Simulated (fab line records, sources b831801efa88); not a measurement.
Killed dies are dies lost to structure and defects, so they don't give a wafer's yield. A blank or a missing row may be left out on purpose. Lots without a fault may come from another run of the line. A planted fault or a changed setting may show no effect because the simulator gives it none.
A struck lot beside a sound one | flow sfq_line | 13 steps out of a route of 325
Sound: wafers L784.1, L784.3, L784.4. Struck: wafers L794.1, L794.5. (L794.3 of the same lot was not struck and is left out.) The cause comes at the end.
At each step with rows: each side's tool, then ch and its chambers, then its first start. Under that, the readings that differ: sound wafers | struck wafers | difference of the means | sigmas: that difference in standard deviations of wafers without a fault.
alike: readings whose means differ by less than 2 such deviations, and words and numbers that are the same on both sides. not compared: withheld readings, readings that some wafer has no value for, bounds like >300 that may hide the same value, and numbers for which the record gives no deviation and whose values overlap.
The two part at a step that has a row with sigmas, a row that says differs or no value, or rows on one side only. Numbers that don't overlap but have no deviation are shown without sigmas and don't part them. A reading that every wafer of one side lacks parts them only if that side has two wafers or more.

first, 1 step without rows for these wafers: SFQ_TRILAYER_M4_DEP_PRE_CLEAN_092 (time 22.5 s).
SFQ_TRILAYER_M4_DEP_SPUTTER_091: material Nb, target thk 200 nm, time 133.3 s.
  sound on pvd_sputter-06, day 54 01:51; struck on pvd_sputter-04, day 56 20:41
  alike: throttle_valve_pct
SFQ_M4_RS_MEAS_924: measures by four-point-probe.
  sound on film_metro-03, day 54 01:57; struck on film_metro-01, day 56 20:47
  alike: M4_NB_RS
then, 6 steps without rows for these wafers: SFQ_TRILAYER_M4_LITHO_COAT_098 (resist thk 62 nm); SFQ_TRILAYER_M4_LITHO_COAT_093 (resist thk 600 nm); SFQ_TRILAYER_M4_LITHO_SOFTBAKE_097; SFQ_TRILAYER_M4_LITHO_EXPOSE_094 (exposes mask M4, target cd 500 nm); SFQ_TRILAYER_M4_LITHO_PEB_096 (peb time 60 s); SFQ_TRILAYER_M4_LITHO_DEVELOP_095 (time 60 s).
-- the record jumps here: 5 days lie between the struck wafers' starts before and after --
SFQ_M4_OVL_MEAS_926:
  sound on overlay-02, day 59 08:05; struck on overlay-02, day 61 15:25
  alike: M4_OVL
SFQ_TRILAYER_M4_BARC_OPEN_METAL_ETCH_123: etches BARC in O2, target depth 125 nm, time 41.7 s.
  sound on rie_metal-03 ch 0,1, day 59 08:08; struck on rie_metal-03 ch 0, day 61 15:27
  alike: chamber_pressure_mTorr, drypump_motor_current_A, oes_product_au, run_length_s
  not compared: rf_hours_counter_h
SFQ_TRILAYER_M4_ETCH_METAL_ETCH_096: etches Nb in Cl2/Ar, stops on SiO2, target depth 240 nm, time 120 s.
  sound on rie_metal-03 ch 0,1, day 59 08:11; struck on rie_metal-03 ch 0, day 61 15:31
  reading                                             | sound             | struck      | difference | sigmas
  oes_product_au (a.u.)                               | 0.903 0.893 0.884 | 0.798 0.809 | -0.090     | -11
  run_length_s (s)                                    | 148.1 148.3 148.0 | 179.4 179.3 | +31.2      | +47
  model.KrF_of_TRILAYER_M4_LITHO_COAT_093.thk_nm (nm) | 381 380.5 379.1   | 344.2 342.7 | -36.8      |
  model.SiO2_of_TRILAYER_I3_DEP_PECVD_081.thk_nm (nm) | 192.2 193 194.3   | 185.8 186.2 | -7.2       |
  model.M4.feature_depth_nm (nm)                      | 202.7 199 197.5   | 209.6 212.5 | +11.3      |
  alike: chamber_pressure_mTorr, drypump_motor_current_A
  not compared: rf_hours_counter_h
SFQ_TRILAYER_M4_STRIP_STRIP_097: strips in O2.
  sound on rie_metal-03 ch 0,1, day 59 08:19; struck on rie_metal-03 ch 0, day 61 15:38
  alike: chamber_pressure_mTorr, drypump_motor_current_A, oes_product_au
  not compared: rf_hours_counter_h

WHERE THEY PART
Only at SFQ_TRILAYER_M4_ETCH_METAL_ETCH_096, within this record. Later steps at which nothing parts them and some readings are alike: SFQ_TRILAYER_M4_STRIP_STRIP_097.

WHY: what the simulator had put in
Process parameter drift: rie_metal-03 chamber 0, from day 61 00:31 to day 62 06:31, at SFQ_TRILAYER_M4_ETCH_METAL_ETCH_096. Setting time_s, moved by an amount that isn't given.
